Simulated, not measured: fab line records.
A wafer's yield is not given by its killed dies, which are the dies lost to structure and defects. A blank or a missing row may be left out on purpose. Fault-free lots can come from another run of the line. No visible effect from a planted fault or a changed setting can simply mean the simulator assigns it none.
fab line records	flow sky130
record lots=12	wafers=36	last_day=50
route steps=708 shown VIA2@509 VIA3@589 METAL4@600 VIA4@641 PAD_OPEN@708
lots untouched by any fault: they come from a run of this same line in which no faults occurred
start_h: the number of hours between the record's first day and the start of the first shown wafer of the lot	wait_h: hours elapsed since this lot's preceding step	" identical to the entry in the row above	L1.1+2: one row covering several wafers at once	- no value present, or no start provided	* or withheld: withheld	< > ~ a bound
route shown NAME@n: names a module that has steps shown in the file, with the first one's number in the route	usual: mean/standard deviation of fault-free wafers	same: alike in all rows	chamber/n: place in a boat	sites: each site's reading	_std_site: the standard deviation of these	_edge_site: outer sites' mean less inner sites'	radius_mm: how far each site lies from the wafer's centre	mask NAME#n: copy n	behind: the tool/chamber that last shaped the wafer	hold: why the lot went on hold/how many hours it stayed there/how the hold came to an end	device: which transistor (n, p or np) failed to switch	end of line: tests of these same wafers at the route's end	step lacking rows: just its recipe	killed: the dies lost at the first sort to structure and to defects; this is not the yield of the wafer	map: a wafer's dies, marking killed ones x, the rest . and places with no die _
set.NAME: the setting the step ran with; set.NAME@STEP: the setting that earlier step ran with	model.NAME: the simulator's own value behind a step, which no gauge read
one table for each step of the route and one row for each wafer, over a sample of lots
services: the hour from which a tool's chamber was out of use, counted from the record's first day as start_h (under 0 if before that day), plus the number of hours and why
## steps
# step SKY_VIA2_CMP_02
# recipe material=SiO2	down_force_psi=4	platen_rpm=60	pad_velocity_m_s=0.94248
# usual motor_current_A=11.4/0.98
lot.wafer	tool	chamber	start_h	wait_h	motor_current_A
L708.3	cmp-02	0	825.73	0.0	10.5
L708.2	"	2	"	"	9.8
L708.6	"	1	"	"	12.6
L710.4	cmp-02	0	838.78	0.1	11.2
L710.6	"	0	"	"	10.4
L710.5	"	1	"	"	12.5
L711.1	cmp-01	0	843.85	0.1	12.7
L711.5	"	0	"	"	12.4
L711.6	"	1	"	"	11.7
L712.1	cmp-02	2	856.13	0.1	10.8
L712.4	"	1	"	"	13.2
L712.6	"	2	"	"	10.7
L713.4	cmp-01	2	874.46	0.0	11.3
L713.2	"	3	"	"	10.0
L713.1	"	1	"	"	12.4
L715.2	cmp-02	3	883.22	0.0	12.6
L715.1	"	0	"	"	10.8
L715.3	"	2	"	"	10.6
L716.2	cmp-01	2	893.81	0.1	11.1
L716.3	"	0	"	"	13.0
L716.5	"	1	"	"	12.3
L718.1	cmp-01	0	906.79	0.1	12.6
L718.3	"	3	"	"	9.9
L718.6	"	1	"	"	12.3
L721.3	cmp-01	2	930.25	0.1	11.4
L721.6	"	1	"	"	12.0
L721.5	"	2	"	"	11.2
L723.1	cmp-02	1	939.26	0.1	11.8
L723.2	"	2	"	"	9.9
L723.4	"	3	"	"	12.1
L729.3	cmp-01	2	981.76	0.0	10.9
L729.4	"	1	"	"	12.1
L729.6	"	2	"	"	10.4
L731.2	cmp-01	2	983.99	0.0	10.6
L731.3	"	1	"	"	12.2
L731.5	"	3	"	"	10.1
# step SKY_VIA3_STRIP_16
# recipe chemistry=O2/N2	power_w=1400	pressure_mtorr=1500	platen_temp_c=withheld	o2_flow_sccm=3000	n2_flow_sccm=300	overash_fraction=0.5
# usual drypump_motor_current_A=5.6/0.51	oes_product_au=0.402/0.0048	strip_time_to_endpoint_s=4.134/0.02
lot.wafer	tool	chamber	start_h	wait_h	drypump_motor_current_A	oes_product_au	rf_hours_counter_h	strip_time_to_endpoint_s
L708.2	plasma_asher-02	1	933.34	0.0	5.1	0.399	114	4.107
L708.3	"	1	"	"	5.1	0.409	-	4.106
L708.6	"	0	"	"	5.3	0.399	-	4.124
L710.4	plasma_asher-03	0	944.98	0.1	5.6	0.412	-	4.170
L710.5	"	1	"	"	5.3	0.405	-	4.160
L710.6	"	0	"	"	5.6	0.401	-	4.127
L711.1	plasma_asher-03	0	950.29	0.0	5.6	0.404	59	4.116
L711.5	"	1	"	"	5.2	0.400	-	4.145
L711.6	"	0	"	"	5.6	0.406	-	4.137
L712.1	plasma_asher-02	0	962.07	0.0	5.3	0.408	117	4.148
L712.4	"	1	"	"	5.1	0.403	-	4.131
L712.6	"	0	"	"	5.3	0.399	-	4.140
L713.1	plasma_asher-02	1	978.64	0.0	5.1	0.399	119	4.096
L713.2	"	0	"	"	5.3	0.397	119	4.155
L713.4	"	1	"	"	5.1	0.391	-	4.145
L715.1	plasma_asher-03	0	986.97	0.0	5.6	0.398	63	4.126
L715.2	"	1	"	"	5.3	0.406	63	4.127
L715.3	"	1	"	"	5.3	0.409	-	4.182
L716.2	plasma_asher-03	1	995.92	0.0	5.3	0.403	64	4.142
L716.3	"	0	"	"	5.6	0.401	-	4.111
L716.5	"	1	"	"	5.3	0.406	-	4.124
L718.1	plasma_asher-02	1	1008.99	0.0	5.1	0.402	121	4.104
L718.3	"	0	"	"	5.3	0.397	-	4.121
L718.6	"	1	"	"	5.1	0.409	-	4.105
L721.3	plasma_asher-03	0	1030.10	0.1	5.6	0.396	-	4.117
L721.5	"	0	"	"	5.6	0.390	-	4.098
L721.6	"	1	"	"	5.3	0.401	-	4.088
L723.1	plasma_asher-01	1	1039.32	0.0	5.8	0.402	95	4.135
L723.2	"	0	"	"	6.7	0.401	95	4.153
L723.4	"	1	"	"	5.8	0.403	-	4.130
L729.3	plasma_asher-02	0	1077.15	0.1	5.3	0.402	-	4.167
L729.4	"	1	"	"	5.1	0.400	-	4.117
L729.6	"	0	"	"	5.3	0.398	-	4.154
L731.2	plasma_asher-03	1	1078.79	0.0	5.3	0.408	74	4.181
L731.3	"	0	"	"	5.6	0.398	-	4.139
L731.5	"	0	"	"	5.6	0.406	-	4.125
# step SKY_METAL4_SPUTTER_02
# recipe material=AlCu	target_thk_nm=735	power_w=10600	time_s=39.1	chamber_pressure_pa=0.4
# usual throttle_valve_pct=30.0/0.95
lot.wafer	tool	chamber	start_h	wait_h	throttle_valve_pct
L708.2	pvd_sputter-04	-	934.65	0.0	28.7
L708.3	"	-	"	"	32.1
L708.6	"	-	"	"	32.2
L710.4	pvd_sputter-02	-	946.25	0.0	30.4
L710.5	"	-	"	"	29.4
L710.6	"	-	"	"	29.4
L711.1	pvd_sputter-02	-	951.60	0.0	30.7
L711.5	"	-	"	"	30.5
L711.6	"	-	"	"	30.0
L712.1	pvd_sputter-02	-	963.44	0.0	30.2
L712.4	"	-	"	"	29.8
L712.6	"	-	"	"	29.7
L713.1	pvd_sputter-03	-	979.99	0.0	30.4
L713.2	"	-	"	"	29.1
L713.4	"	-	"	"	30.1
L715.1	pvd_sputter-03	-	988.64	0.0	28.8
L715.2	"	-	"	"	30.1
L715.3	"	-	"	"	28.7
L716.2	pvd_sputter-02	-	997.27	0.0	30.4
L716.3	"	-	"	"	29.2
L716.5	"	-	"	"	30.3
L718.1	pvd_sputter-02	-	1010.30	0.0	30.3
L718.3	"	-	"	"	29.8
L718.6	"	-	"	"	29.6
L721.3	pvd_sputter-04	-	1031.56	0.0	32.2
L721.5	"	-	"	"	32.2
L721.6	"	-	"	"	28.6
L723.1	pvd_sputter-02	-	1040.86	0.0	29.5
L723.2	"	-	"	"	29.5
L723.4	"	-	"	"	30.5
L729.3	pvd_sputter-02	-	1078.57	0.0	30.3
L729.4	"	-	"	"	29.4
L729.6	"	-	"	"	29.3
L731.2	pvd_sputter-04	-	1080.23	0.0	32.1
L731.3	"	-	"	"	30.0
L731.5	"	-	"	"	29.8
# step SKY_VIA4_CMP_02
# recipe material=SiO2	down_force_psi=4	platen_rpm=60	pad_velocity_m_s=0.94248
# usual motor_current_A=11.5/1
lot.wafer	tool	chamber	start_h	wait_h	motor_current_A
L708.2	cmp-01	0	985.98	0.1	13.1
L708.3	"	1	"	"	12.6
L708.6	"	0	"	"	12.6
L710.4	cmp-02	2	996.20	0.1	10.7
L710.5	"	0	"	"	10.5
L710.6	"	1	"	"	12.9
L711.1	cmp-02	0	1001.82	0.1	10.8
L711.5	"	0	"	"	10.8
L711.6	"	1	"	"	12.7
L712.1	cmp-01	3	1013.25	0.1	10.0
L712.4	"	0	"	"	13.1
L712.6	"	2	"	"	10.5
L713.4	cmp-02	0	1028.50	0.0	10.7
L713.2	"	2	"	"	10.5
L713.1	"	3	"	"	10.9
L715.3	cmp-01	2	1035.87	0.0	11.2
L715.1	"	3	"	"	9.8
L715.2	"	1	"	"	12.4
L716.3	cmp-02	1	1043.81	0.0	12.0
L716.2	"	0	"	"	11.4
L716.5	"	2	"	"	10.3
L718.1	cmp-02	3	1057.87	0.1	12.4
L718.3	"	0	"	"	10.8
L718.6	"	3	"	"	12.2
L721.3	cmp-02	1	1076.97	0.1	12.4
L721.6	"	0	"	"	10.9
L721.5	"	1	"	"	12.6
L723.2	cmp-01	0	1084.98	0.0	12.5
L723.4	"	1	"	"	12.0
L723.1	"	3	"	"	9.4
L729.3	cmp-02	0	1121.42	0.1	10.7
L729.4	"	1	"	"	13.0
L729.6	"	2	"	"	10.4
L731.3	cmp-02	1	1122.48	0.0	12.0
L731.2	"	0	"	"	10.7
L731.5	"	2	"	"	10.1
# step SKY_PAD_OPEN_PROBE_99
# usual defect_limited_yield=82.5/1.9	killed_at_M0_to_M3=44/7.2	killed_at_M4_up=2.9/1.8	killed_at_contacts=24/5.6	killed_at_front_end=15/4.2	killed_at_other=0.4/0.71	killed_dies=86/9.2	killed_on_rim=16/3.6	killed_open=47/7.2	killed_short=39/5.7	sort_bin_3_pad_short=0.9/0.4	sort_bin_5_function=10.2/1.6	sort_bin_6_memory=6.4/1.2	sort_n_pass=406/9.2	sort_yield_pct=82.5/1.9
# same gross_dies=492	killed_at_back_side=0	sort_bin_4_leakage[%]=0	sort_bin_8_speed[%]=0
lot.wafer	tool	chamber	start_h	wait_h	defect_limited_yield[%]	killed_at_M0_to_M3	killed_at_M4_up	killed_at_contacts	killed_at_front_end	killed_at_other	killed_dies	killed_on_rim	killed_open	killed_short	sort_bin_3_pad_short[%]	sort_bin_5_function[%]	sort_bin_6_memory[%]	sort_n_pass	sort_yield_pct[%]
L713.1	prober-02	-	1118.07	0.1	83.5	39	3	25	14	0	81	14	39	41	0.6	9.8	6.1	411	83.5
L713.2	prober-02	-	1118.12	0.1	80.7	49	2	32	12	0	95	21	51	43	0.6	11.4	7.3	397	80.7
L713.4	prober-02	-	1118.22	0.2	81.9	57	2	21	9	0	89	17	49	39	0.8	11.0	6.3	403	81.9
L718.1	prober-01	-	1144.57	0.1	79.5	47	3	29	22	0	101	22	63	37	1.0	12.4	7.1	391	79.5
L718.3	prober-01	-	1144.67	0.2	80.3	51	1	33	12	0	97	20	54	42	1.4	13.2	5.1	395	80.3
L718.6	prober-01	-	1144.82	0.2	80.7	48	3	27	17	0	95	18	51	44	0.6	12.2	6.5	397	80.7
L723.1	prober-01	-	1166.87	0.1	82.5	45	3	26	12	0	86	14	49	37	1.0	10.2	6.3	406	82.5
L723.2	prober-01	-	1166.92	0.1	76.6	51	0	46	17	1	115	20	80	35	1.4	12.2	9.8	377	76.6
L723.4	prober-01	-	1167.02	0.2	79.3	55	7	25	15	0	102	20	54	48	0.6	12.8	7.3	390	79.3
L729.3	prober-01	-	1197.23	0.2	82.1	47	3	21	17	0	88	20	57	31	0.4	10.2	7.3	404	82.1
L729.4	prober-01	-	1197.28	0.2	34.8	296	1	11	12	1	321	53	30	17	5.3	43.5	16.5	171	34.8
L729.6	prober-01	-	1197.38	0.2	83.1	47	3	23	10	0	83	18	39	44	1.2	9.1	6.5	409	83.1
L731.2	prober-02	-	1198.23	0.1	84.1	42	6	20	10	0	78	11	45	33	0.4	9.8	5.7	414	84.1
L731.3	prober-02	-	1198.28	0.2	32.7	300	2	18	11	0	331	63	31	30	4.5	45.3	17.5	161	32.7
L731.5	prober-02	-	1198.38	0.2	82.9	41	3	23	17	0	84	17	44	40	1.4	9.6	6.1	408	82.9
# killed by level:class
L713.1 CONTACT:geometric_particle:open=9 VIA3:geometric_particle:open=9 METAL1:geometric_particle:short=8 CONTACT:geometric_particle:short=8 VIA1:geometric_particle:open=8 VIA1:geometric_particle:short=6 LI_CONTACT:geometric_particle:open=5 FIELD_ISO:geometric_particle:short=4
L713.2 VIA1:geometric_particle:open=15 LI_CONTACT:geometric_particle:short=8 CONTACT:geometric_particle:open=8 LI_CONTACT:geometric_particle:open=7 VIA3:geometric_particle:open=7 VIA2:geometric_particle:open=6 LOCAL_INTERCONNECT:geometric_particle:short=5 METAL1:geometric_particle:short=4
L713.4 VIA3:geometric_particle:open=10 LI_CONTACT:geometric_particle:open=9 METAL3:geometric_particle:short=7 VIA1:geometric_particle:short=7 VIA2:geometric_particle:open=7 CONTACT:geometric_particle:open=6 VIA1:geometric_particle:open=5 METAL2:geometric_particle:short=5
L718.1 VIA2:geometric_particle:open=14 LI_CONTACT:geometric_particle:open=11 METAL1:geometric_particle:short=11 VIA3:geometric_particle:open=9 VIA1:geometric_particle:open=7 LOCAL_INTERCONNECT:geometric_particle:short=6 CONTACT:geometric_particle:open=6 FIELD_ISO:geometric_particle:open=4
L718.3 VIA1:geometric_particle:open=17 METAL2:geometric_particle:short=11 CONTACT:geometric_particle:open=7 VIA3:geometric_particle:open=7 LI_CONTACT:geometric_particle:open=6 LOCAL_INTERCONNECT:geometric_particle:short=6 LI_CONTACT:geometric_particle:short=5 CONTACT:geometric_particle:short=5
L718.6 VIA3:geometric_particle:open=11 POLY_GATE:geometric_particle:open=7 LI_CONTACT:geometric_particle:open=7 CONTACT:geometric_particle:open=7 VIA1:geometric_particle:open=7 VIA2:geometric_particle:short=7 METAL2:geometric_particle:short=6 CONTACT:geometric_particle:short=5
L723.1 VIA1:geometric_particle:open=11 CONTACT:geometric_particle:open=10 METAL1:geometric_particle:short=8 LOCAL_INTERCONNECT:geometric_particle:short=6 CONTACT:geometric_particle:short=5 METAL2:geometric_particle:short=4 LI_CONTACT:geometric_particle:open=4 VIA2:geometric_particle:open=4
L723.2 LI_CONTACT:geometric_particle:open=21 VIA1:geometric_particle:open=17 CONTACT:geometric_particle:open=15 VIA3:geometric_particle:open=8 VIA2:geometric_particle:open=6 LOCAL_INTERCONNECT:geometric_particle:short=5 POLY_GATE:geometric_particle:short=4 METAL2:geometric_particle:short=4
L723.4 VIA1:geometric_particle:open=16 CONTACT:geometric_particle:open=11 FIELD_ISO:geometric_particle:short=7 VIA2:geometric_particle:open=7 VIA1:geometric_particle:short=6 METAL1:geometric_particle:short=6 METAL4:geometric_particle:short=5 LI_CONTACT:geometric_particle:short=4
L729.3 VIA2:geometric_particle:open=12 VIA1:geometric_particle:open=10 VIA3:geometric_particle:open=9 LI_CONTACT:geometric_particle:open=7 FIELD_ISO:geometric_particle:open=5 VIA2:geometric_particle:short=5 POLY_GATE:geometric_particle:short=4 LOCAL_INTERCONNECT:geometric_particle:short=4
L729.4 VIA2:unspecified=273 LI_CONTACT:geometric_particle:open=6 POLY_GATE:geometric_particle:open=4 METAL2:geometric_particle:short=4 VIA3:geometric_particle:open=4 METAL1:geometric_particle:short=3 CONTACT:geometric_particle:open=3 VIA1:geometric_particle:open=3
L729.6 VIA2:geometric_particle:open=11 METAL1:geometric_particle:short=7 VIA1:geometric_particle:open=7 LI_CONTACT:geometric_particle:short=6 VIA3:geometric_particle:open=6 LI_CONTACT:geometric_particle:open=5 CONTACT:geometric_particle:short=5 CONTACT:geometric_particle:open=5
L731.2 VIA3:geometric_particle:open=10 CONTACT:geometric_particle:open=8 VIA1:geometric_particle:open=7 VIA2:geometric_particle:open=6 METAL1:geometric_particle:short=5 METAL4:geometric_particle:short=5 POLY_GATE:geometric_particle:short=4 LI_CONTACT:geometric_particle:open=4
L731.3 VIA2:unspecified=270 VIA3:geometric_particle:open=8 CONTACT:geometric_particle:open=6 METAL1:geometric_particle:short=5 LI_CONTACT:geometric_particle:open=4 CONTACT:geometric_particle:short=4 METAL2:geometric_particle:short=4 FIELD_ISO:geometric_particle:short=3
L731.5 VIA3:geometric_particle:open=9 CONTACT:geometric_particle:open=9 FIELD_ISO:geometric_particle:short=6 VIA1:geometric_particle:open=6 LI_CONTACT:geometric_particle:short=5 POLY_GATE:geometric_particle:short=4 LI_CONTACT:geometric_particle:open=4 VIA2:geometric_particle:open=4
## services
tool	chamber	start_h	hours	kind
cmp-02	-	808.60	0.2	repair
plasma_asher-02	-	827.59	0.6	repair
pvd_sputter-02	-	844.33	19.4	repair
pvd_sputter-02	-	854.44	0.8	repair
plasma_asher-03	-	854.49	0.5	repair
cmp-02	-	860.85	1.1	repair
cmp-02	-	884.59	10.6	pm
cmp-02	-	901.34	0.9	repair
cmp-01	-	912.37	4.0	pm
cmp-02	-	919.82	1.0	repair
cmp-02	-	922.38	6.5	pm
cmp-01	-	931.09	4.1	pm
cmp-02	-	963.24	0.7	repair
plasma_asher-02	-	982.51	10.2	repair
cmp-02	-	987.21	4.1	pm
plasma_asher-02	-	1012.39	35.4	repair
cmp-02	-	1017.71	1.4	repair
plasma_asher-02	-	1019.28	2.9	repair
cmp-02	-	1027.03	1.1	repair
cmp-02	-	1034.09	1.1	repair
cmp-01	-	1046.07	1.1	repair
plasma_asher-03	-	1063.27	0.5	repair
pvd_sputter-02	-	1079.00	1.2	repair
cmp-02	-	1084.00	4.0	pm
## key
first_sign step=SKY_PAD_OPEN_PROBE_99	reading=killed_at_M0_to_M3	direction=up	sigmas=35	usual=44	struck=298
effect step=SKY_PAD_OPEN_PROBE_99	reading=defect_limited_yield	direction=down	sigmas=26	usual=82.5	struck=33.7
met_at SKY_VIA2_CMP_02
struck_lots L729,L731
struck_wafers L729.4,L731.3
not_acting_at SKY_VIA3_STRIP_16,SKY_METAL4_SPUTTER_02,SKY_VIA4_CMP_02
onset_between 930.25 981.76
fault kind=chamber_particle_source	tool=cmp-01	chamber=1	onset_h=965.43	steps=SKY_VIA2_CMP_02	rate_per_visit_cm2=1.63	end_h=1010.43
